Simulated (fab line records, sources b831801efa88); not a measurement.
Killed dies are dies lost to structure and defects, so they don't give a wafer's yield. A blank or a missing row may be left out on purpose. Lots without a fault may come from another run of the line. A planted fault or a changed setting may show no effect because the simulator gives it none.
One fault seen from 2 desks | flow gf180mcu | each desk has only its own numbers; what lay behind them comes last

THE METROLOGY DESK
What the gauges read, lot by lot, whatever tool the lot ran on: means of the sampled wafers that have a number. A lot is out of limits, marked OUT, if its mean lies more than 4 standard deviations from the usual mean; the brackets give that distance.
Columns: A = V4_OVL at GF_V4_OVL_MEAS_15, usual 2 nm; B = V4_W_RS at GF_V4_RS_MEAS_24, usual 0.329 ohm/sq; C = V4_W_THK at GF_V4_THK_MEAS_25, usual 341 nm
lot  | first seen here | A  | B                | C
L262 | day 24 14:29    | -3 | 0.331            | 336
L263 | day 24 20:41    | -2 | 0.329            | 336
L265 | day 25 08:50    | 3  | 0.331            | 342
L266 | day 25 20:17    | 13 | 0.325            | 347
L267 | day 26 03:06    | 5  | 0.328            | 335
L269 | day 26 21:56    | -2 | 0.320            | 342
L270 | day 27 04:02    | -1 | 0.332            | 336
L271 | day 27 10:50    | 0  | 0.325            | 344
L274 | day 28 12:40    | 10 | 0.332            | 343
L284 | day 31 10:21    | 6  | 0.305 (-5.8) OUT | 371 (+5.9) OUT
L285 | day 31 16:46    | -1 | 0.276 (-13) OUT  | 407 (+13) OUT
This desk's finding: out of limits on L284, L285; first on L284, day 31 11:16 (V4_W_RS at GF_V4_RS_MEAS_24). In limits: L262, L263, L265, L266, L267, L269, L270, L271, L274.

THE TOOL OWNER'S DESK: cvd_w-01
The tool's own readings at GF_V4_CVD_23 (deposits W, target thk 350 nm, time 104.9 s): means of the sampled wafers that have a number, for each lot that ran on this tool. A lot is out of limits, marked OUT, if its mean lies more than 4 standard deviations from the usual mean; the brackets give that distance.
Columns: A = heater_power_w at GF_V4_CVD_23, usual 914 W
lot  | first seen here | A
L266 | day 25 21:05    | 964
L267 | day 26 03:53    | 892
L269 | day 26 22:44    | 826
L270 | day 27 04:55    | 1033
L271 | day 27 11:40    | 889
L274 | day 28 13:32    | 915
L284 | day 31 11:08    | 899
L285 | day 31 17:42    | 967
This desk's finding: nothing out of limits on any of the 8 lots.

PUT TOGETHER
The metrology desk could have raised an alarm at day 31 11:16, on L284, L285.
The tool owner's desk saw nothing out of limits.
The tool owner's desk has L284, L285 on record, within its limits.
Of the lots named, all ran GF_V4_CVD_23 on cvd_w-01.

WHAT THE SIMULATOR HAD PUT IN
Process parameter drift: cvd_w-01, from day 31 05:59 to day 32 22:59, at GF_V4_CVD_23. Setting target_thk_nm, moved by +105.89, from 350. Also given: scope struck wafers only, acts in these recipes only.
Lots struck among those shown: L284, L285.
Hours from the fault's start to each desk's first reading out of limits: the metrology desk, 5.
